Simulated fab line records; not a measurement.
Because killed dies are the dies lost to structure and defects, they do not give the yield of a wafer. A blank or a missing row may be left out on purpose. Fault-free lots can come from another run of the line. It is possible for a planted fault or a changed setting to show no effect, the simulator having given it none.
fab line records	flow gf180mcu
record: lots: 7	wafers: 21	lastDay: 34
route steps=602 shown V5@559 TOP_METAL@567
lots untouched by any fault: they come from a run of this same line in which no faults occurred
startH: start of the lot's first displayed wafer, in hours after the record's first day	waitH: how many hours have passed since the lot's step before this one	" same as the row above	L1.1+2: a row that stands for several wafers	- value missing, or start not given	* or withheld: withheld	< > ~ a bound
route shown NAME@n: NAME is a module with steps in the file, n the number in the route of the first one	usual: mean/standard deviation of fault-free wafers	same: alike in all rows	chamber/n: place in a boat	sites: readings site by site	_std_site: their standard deviation	_edge_site: inner sites' mean taken away from outer sites' mean	radiusMm: how far each site lies from the wafer's centre	mask NAME#n: copy n	behind: the tool/chamber that last shaped the wafer	hold: why the lot went on hold/how many hours it stayed there/how the hold came to an end	device: the n, p or np transistor that did not switch	end of line: tests run on the same wafers once the route is complete	a step with no rows: only its recipe	killed: dies that structure and defects cost at the first sort, which is not the same as the wafer's yield	map: shows each die of a wafer: x if killed, . if not, _ if none is there
set.NAME: the setting as run; set.NAME@STEP: as run at that earlier step	model.NAME: the simulator's own value behind a step, which no gauge read
lots at selected steps of the route; one table per step, one row per wafer
services: when a tool's chamber went out of use (startH, in hours from the record's first day, below 0 if earlier), for how many hours, and the reason
== steps ==
step: GF_V5_STRIP_19
recipe: chemistry: postEtchResidueRemover	timeS: 1200	tempC: 72.5
step: GF_V5_CLEAN_20
recipe: chemistry: DIW	dry: n2Spin
step: GF_V5_SPUTTER_21
recipe: material: Ti	targetThkNm: 15	chamberPressurePa: 5	powerW: 2500	substrateTempC: 200	timeS: 80.02
usual: cathodeDcPowerW: 2500.0/0.42	chamberPressurePa: 4.998/0.0099	throttleValvePct: 29.9/0.83
lot.wafer	tool	chamber	startH	waitH	cathodeDcPowerW	chamberPressurePa	throttleValvePct
L459.3	pvdSputter-02	-	653.45	0.0	2500.4	5.004	30.7
L459.4	"	-	"	"	2500.2	4.996	30.6
L459.5	"	-	"	"	2499.7	5.000	30.7
L460.1	pvdSputter-04	-	666.94	0.0	2499.7	5.011	29.2
L460.2	"	-	"	"	2499.9	5.006	31.2
L460.3	"	-	"	"	2500.1	5.009	29.9
L461.1	pvdSputter-04	-	675.31	0.0	2499.9	4.986	29.8
L461.3	"	-	"	"	2499.6	4.997	29.7
L461.4	"	-	"	"	2499.9	4.994	28.7
L462.1	pvdSputter-04	-	683.93	0.0	2500.2	5.021	28.7
L462.2	"	-	"	"	2500.8	5.002	29.9
L462.5	"	-	"	"	2500.6	5.009	29.9
L471.1	pvdSputter-03	-	738.24	0.0	2500.2	4.999	30.1
L471.2	"	-	"	"	2500.3	4.999	28.3
L471.6	"	-	"	"	2500.0	4.999	29.9
L474.1	pvdSputter-03	-	766.04	0.0	2500.0	5.000	30.3
L474.5	"	-	"	"	2499.9	5.003	30.3
L474.6	"	-	"	"	2499.9	4.996	30.1
L479.1	pvdSputter-02	-	783.02	0.0	2499.1	4.999	30.5
L479.2	"	-	"	"	2500.1	5.002	30.8
L479.6	"	-	"	"	2500.6	4.998	30.3
step: GF_V5_SPUTTER_22
recipe: material: TiN	targetThkNm: 10	chamberPressurePa: 5	powerW: 4000	timeS: 40
step: GF_V5_CVD_23
recipe: material: W	targetThkNm: 350	timeS: 104.9	tempC: 400	pressureTorr: 40
usual: heaterPowerW: 971/120
lot.wafer	tool	chamber	startH	waitH	heaterPowerW
L459.3	cvdW-02	1	653.59	0.1	736
L459.4	"	0	"	"	1013
L459.5	"	0	"	"	982
L460.1	cvdW-01	0	667.04	0.0	1007
L460.2	"	1	"	"	1043
L460.3	"	1	"	"	1050
L461.1	cvdW-01	1	675.41	0.0	1078
L461.3	"	0	"	"	1004
L461.4	"	1	"	"	1053
L462.1	cvdW-02	1	684.03	0.0	746
L462.2	"	0	"	"	986
L462.5	"	1	"	"	743
L471.1	cvdW-01	0	738.34	0.0	1030
L471.2	"	1	"	"	1083
L471.6	"	1	"	"	1066
L474.1	cvdW-01	0	766.14	0.0	1033
L474.5	"	0	"	"	1003
L474.6	"	1	"	"	1047
L479.1	cvdW-02	1	783.12	0.0	751
L479.2	"	0	"	"	1022
L479.6	"	1	"	"	753
step: GF_V5_RS_MEAS_24
recipe: thkMeasGauge: four-point-probe	reads: W_of_V5_CVD_23+TiN_of_V5_SPUTTER_22+Ti_of_V5_SPUTTER_21
usual: V5_W_RS: 0.328/0.0039
lot.wafer	tool	chamber	startH	waitH	V5_W_RS[ohm/sq]
L459.3	filmMetro-04	-	653.77	0.1	0.324
L459.4	"	-	"	"	0.325
L459.5	"	-	"	"	0.330
L460.1	filmMetro-04	-	667.15	0.1	0.327
L460.2	"	-	"	"	0.326
L460.3	"	-	"	"	0.330
L461.1	filmMetro-04	-	675.52	0.1	0.334
L461.3	"	-	"	"	0.331
L461.4	"	-	"	"	0.331
L462.1	filmMetro-02	-	684.14	0.1	0.321
L462.2	"	-	"	"	0.328
L462.5	"	-	"	"	0.321
L471.1	filmMetro-02	-	738.45	0.1	0.328
L471.2	"	-	"	"	0.324
L471.6	"	-	"	"	0.324
L474.1	filmMetro-02	-	766.25	0.1	0.326
L474.5	"	-	"	"	0.325
L474.6	"	-	"	"	0.329
L479.1	filmMetro-03	-	783.23	0.1	0.326
L479.2	"	-	"	"	0.338
L479.6	"	-	"	"	0.329
step: GF_V5_THK_MEAS_25
recipe: thkMeasGauge: xrf	reads: W_of_V5_CVD_23
usual: V5_W_THK: 352/4.8
lot.wafer	tool	chamber	startH	waitH	V5_W_THK[nm]
L459.3	filmMetro-04	-	653.87	0.1	360
L459.4	"	-	"	"	357
L459.5	"	-	"	"	353
L460.1	filmMetro-04	-	667.27	0.1	358
L460.2	"	-	"	"	356
L460.3	"	-	"	"	355
L461.1	filmMetro-04	-	675.64	0.1	348
L461.3	"	-	"	"	350
L461.4	"	-	"	"	351
L462.1	filmMetro-02	-	684.26	0.1	358
L462.2	"	-	"	"	352
L462.5	"	-	"	"	357
L471.1	filmMetro-02	-	738.57	0.1	350
L471.2	"	-	"	"	356
L471.6	"	-	"	"	355
L474.1	filmMetro-02	-	766.37	0.1	354
L474.5	"	-	"	"	357
L474.6	"	-	"	"	350
L479.1	filmMetro-03	-	783.35	0.1	351
L479.2	"	-	"	"	339
L479.6	"	-	"	"	350
step: GF_V5_CMP_26
recipe: stopOn: SiO2	downForcePsi: 3.5	platenRpm: 60	tOverpolishS: 15	targetThkNm: 0	padVelocityMS: 0.94248
usual: motorCurrentA: 10.7/0.79	overpolishRunS: 15.000/0.01	timeToEndpointS: 86/5.1
lot.wafer	tool	chamber	startH	waitH	motorCurrentA	overpolishRunS	timeToEndpointS
L459.4	cmp-02	3	653.96	0.1	10.8	14.989	89
L459.3	"	0	"	"	11.5	14.995	92
L459.5	"	3	"	"	11.8	14.989	86
L460.3	cmp-02	1	667.33	0.0	11.5	15.009	86
L460.1	"	2	"	"	10.2	15.013	92
L460.2	"	0	"	"	11.4	14.984	95
L461.1	cmp-01	0	675.76	0.1	10.4	14.993	82
L461.4	"	1	"	"	11.2	15.001	85
L461.3	"	2	"	"	11.3	15.009	85
L462.2	cmp-02	2	684.38	0.1	10.2	14.997	92
L462.1	"	0	"	"	10.9	14.998	88
L462.5	"	1	"	"	11.9	14.999	93
L471.1	cmp-01	3	738.68	0.1	10.3	14.989	75
L471.2	"	1	"	"	10.9	14.988	89
L471.6	"	3	"	"	9.2	15.000	78
L474.1	cmp-01	3	766.84	0.5	9.6	15.004	76
L474.5	"	3	"	"	9.7	15.002	79
L474.6	"	0	"	"	9.3	15.015	86
L479.1	cmp-01	0	784.81	1.4	10.1	14.999	86
L479.2	"	1	"	"	11.3	15.008	87
L479.6	"	0	"	"	9.8	14.996	85
step: GF_TOP_METAL_SPUTTER_00
recipe: material: Ti	targetThkNm: 37.5	arrivingIonEnergyEv: 80	substrateTempC: 200	chamberPressurePa: 2	powerW: 4000	timeS: 150
usual: cathodeDcPowerW: 4000.0/0.75	chamberPressurePa: 1.999/0.0043	throttleValvePct: 30.1/0.97
lot.wafer	tool	chamber	startH	waitH	cathodeDcPowerW	chamberPressurePa	throttleValvePct
L459.3	pvdSputter-01	-	654.21	0.1	3999.9	1.999	29.5
L459.4	"	-	"	"	4000.4	1.998	31.1
L459.5	"	-	"	"	4000.2	2.007	29.2
L460.1	pvdSputter-01	-	667.63	0.2	3999.2	1.995	30.0
L460.2	"	-	"	"	3999.9	2.005	31.3
L460.3	"	-	"	"	3999.7	2.000	29.2
L461.1	pvdSputter-01	-	676.06	0.2	3999.9	2.009	31.6
L461.3	"	-	"	"	4001.1	2.004	29.3
L461.4	"	-	"	"	3999.6	1.997	31.7
L462.1	pvdSputter-01	-	684.65	0.1	3998.2	1.996	31.1
L462.2	"	-	"	"	3999.2	1.998	29.3
L462.5	"	-	"	"	3999.4	1.999	31.4
L471.1	pvdSputter-04	-	738.93	0.2	4000.4	1.998	31.0
L471.2	"	-	"	"	4000.7	2.000	29.8
L471.6	"	-	"	"	3998.2	1.989	29.9
L474.1	pvdSputter-04	-	767.14	0.2	4000.3	2.007	29.6
L474.5	"	-	"	"	4001.0	1.997	31.2
L474.6	"	-	"	"	4001.1	2.006	30.2
L479.1	pvdSputter-03	-	785.11	0.2	3999.4	1.999	30.1
L479.2	"	-	"	"	3999.3	2.004	30.5
L479.6	"	-	"	"	4000.5	1.999	30.4
step: GF_TOP_METAL_SPUTTER_01
recipe: material: TiN	targetThkNm: 30	powerW: 6500	timeS: 25	chamberPressurePa: 0.4
step: GF_TOP_METAL_SPUTTER_02
recipe: material: AlCu	targetThkNm: 900	powerW: 10600	chamberPressurePa: 0.3	substrateTempC: 250	gas: Ar	timeS: 47.82
step: GF_TOP_METAL_SPUTTER_03
recipe: material: Ti	targetThkNm: 5	substrateTempC: 300	chamberPressurePa: 0.3	powerW: 3000	timeS: 3.3
usual: cathodeDcPowerW: 2999.9/0.52	chamberPressurePa: 0.3000/0.00053	throttleValvePct: 30.1/0.96
lot.wafer	tool	chamber	startH	waitH	cathodeDcPowerW	chamberPressurePa	throttleValvePct
L459.3	pvdSputter-01	-	654.38	0.0	2999.6	0.2995	29.3
L459.4	"	-	"	"	2999.7	0.3005	31.3
L459.5	"	-	"	"	2999.3	0.3001	29.6
L460.1	pvdSputter-01	-	667.81	0.0	3000.1	0.3004	30.0
L460.2	"	-	"	"	2999.8	0.2997	30.9
L460.3	"	-	"	"	2999.9	0.3001	29.3
L461.1	pvdSputter-01	-	676.24	0.0	3000.8	0.2999	31.5
L461.3	"	-	"	"	3000.4	0.2999	29.4
L461.4	"	-	"	"	2999.0	0.2993	31.5
L462.1	pvdSputter-01	-	684.82	0.0	2999.9	0.3001	31.3
L462.2	"	-	"	"	2999.8	0.3008	29.7
L462.5	"	-	"	"	3000.2	0.3008	31.3
L471.1	pvdSputter-04	-	739.10	0.0	3000.6	0.3008	30.9
L471.2	"	-	"	"	2999.8	0.3007	29.8
L471.6	"	-	"	"	2999.8	0.3010	29.9
L474.1	pvdSputter-04	-	767.31	0.0	2999.2	0.3000	29.9
L474.5	"	-	"	"	2999.0	0.2997	30.7
L474.6	"	-	"	"	3000.8	0.2996	29.9
L479.1	pvdSputter-03	-	785.28	0.0	2999.5	0.2999	29.7
L479.2	"	-	"	"	2999.4	0.2990	30.1
L479.6	"	-	"	"	2999.3	0.2993	30.3
step: GF_TOP_METAL_SPUTTER_04
recipe: material: TiN	targetThkNm: 25	powerW: 6500	timeS: 20.8	chamberPressurePa: 0.4
usual: cathodeDcPowerW: 6500.0/1.2	chamberPressurePa: 0.4000/0.00081	throttleValvePct: 30.1/0.97
lot.wafer	tool	chamber	startH	waitH	cathodeDcPowerW	chamberPressurePa	throttleValvePct
L459.3	pvdSputter-01	-	654.40	0.0	6500.4	0.4013	29.4
L459.4	"	-	"	"	6499.8	0.4000	31.1
L459.5	"	-	"	"	6501.2	0.3997	29.3
L460.1	pvdSputter-01	-	667.83	0.0	-	-	-
L460.2	"	-	"	"	-	-	-
L460.3	"	-	"	"	-	-	-
L461.1	pvdSputter-01	-	676.26	0.0	-	-	-
L461.3	"	-	"	"	-	-	-
L461.4	"	-	"	"	-	-	-
L462.1	pvdSputter-01	-	684.84	0.0	-	-	-
L462.2	"	-	"	"	-	-	-
L462.5	"	-	"	"	-	-	-
L471.1	pvdSputter-04	-	739.12	0.0	6500.9	0.4001	30.8
L471.2	"	-	"	"	6500.3	0.3997	29.4
L471.6	"	-	"	"	6500.0	0.4013	29.9
L474.1	pvdSputter-04	-	767.33	0.0	6499.9	0.4015	29.5
L474.5	"	-	"	"	6499.3	0.4004	31.3
L474.6	"	-	"	"	6500.6	0.3995	29.8
L479.1	pvdSputter-03	-	785.30	0.0	6500.1	0.3988	30.0
L479.2	"	-	"	"	6496.9	0.3993	30.3
L479.6	"	-	"	"	6500.9	0.4003	30.4
step: GF_TOP_METAL_THK_MEAS_06
recipe: thkMeasGauge: xrf	reads: AlCu_of_TOP_METAL_SPUTTER_02
usual: TOP_METAL_ALCU_THK: 921/14
lot.wafer	tool	chamber	startH	waitH	TOP_METAL_ALCU_THK[nm]
L459.3	filmMetro-02	-	654.57	0.1	937
L459.4	"	-	"	"	914
L459.5	"	-	"	"	927
L460.1	filmMetro-02	-	667.97	0.1	942
L460.2	"	-	"	"	944
L460.3	"	-	"	"	949
L461.1	filmMetro-02	-	676.40	0.1	962
L461.3	"	-	"	"	965
L461.4	"	-	"	"	985
L462.1	filmMetro-02	-	684.99	0.1	953
L462.2	"	-	"	"	965
L462.5	"	-	"	"	959
L471.1	filmMetro-02	-	739.27	0.1	932
L471.2	"	-	"	"	938
L471.6	"	-	"	"	916
L474.1	filmMetro-02	-	767.48	0.1	941
L474.5	"	-	"	"	929
L474.6	"	-	"	"	920
L479.1	filmMetro-02	-	785.45	0.1	945
L479.2	"	-	"	"	935
L479.6	"	-	"	"	932
step: GF_TOP_METAL_DEHYDRATE_07
recipe: tempC: 200	timeS: 60
== services ==
tool	chamber	startH	hours	kind
pvdSputter-04	2	640.78	-	consumableReplace:kit
pvdSputter-04	2	640.78	18.0	scheduledDown
pvdSputter-04	2	640.78	18.0	ventCycle
cmp-01	-	643.30	1.0	repair
pvdSputter-03	-	671.58	1.7	repair
cmp-01	-	672.51	1.8	repair
pvdSputter-01	1	677.74	-	consumableReplace:kit
pvdSputter-01	1	677.74	18.0	scheduledDown
pvdSputter-01	1	677.74	18.0	ventCycle
cmp-01	-	678.16	5.5	pm
cmp-01	-	689.41	6.3	pm
pvdSputter-01	-	704.49	3.5	repair
pvdSputter-03	-	713.05	2.2	repair
pvdSputter-01	-	720.69	3.6	repair
cvdW-01	1	721.47	2.7	repair
cmp-02	-	755.96	28.3	repair
pvdSputter-03	2	758.36	-	consumableReplace:kit
pvdSputter-03	2	758.36	18.0	scheduledDown
cmp-01	-	768.04	4.0	pm
cmp-02	-	771.40	0.4	repair
cmp-01	-	780.37	0.2	repair
pvdSputter-01	0	783.53	-	consumableReplace:kit
pvdSputter-01	0	783.53	18.0	scheduledDown
pvdSputter-01	0	783.53	18.0	ventCycle
== key ==
firstSign: step: GF_TOP_METAL_SPUTTER_04	reading: toolRecord	direction: missing
effect: step: GF_TOP_METAL_THK_MEAS_06	reading: TOP_METAL_ALCU_THK	direction: up	sigmas: 2.7	usual: 921	struck: 958
metAt GF_TOP_METAL_SPUTTER_04
struckWafers L460.1,L460.2,L460.3,L461.1,L461.3,L461.4,L462.1,L462.2,L462.5
laterRowsLeftOut L460.1,L460.2,L460.3,L461.1,L461.3,L461.4,L462.1,L462.2,L462.5
sortLeftOut L460.1,L460.2,L460.3,L461.1,L461.3,L461.4,L462.1,L462.2,L462.5
onsetBetween 654.40 667.83
fault: kind: skippedStepWhole	tool: pvdSputter-01	chamber: -	onsetH: 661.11	steps: GF_TOP_METAL_SPUTTER_04	scope: struckLotsOnly
sortLeftOut: the simulated sort isn't trusted on such a fault, so these wafers' sort isn't shown, and their yield isn't known
laterRowsLeftOut: the simulator's readings of these wafers behind a module that went badly wrong aren't trusted and aren't shown, but for the sort
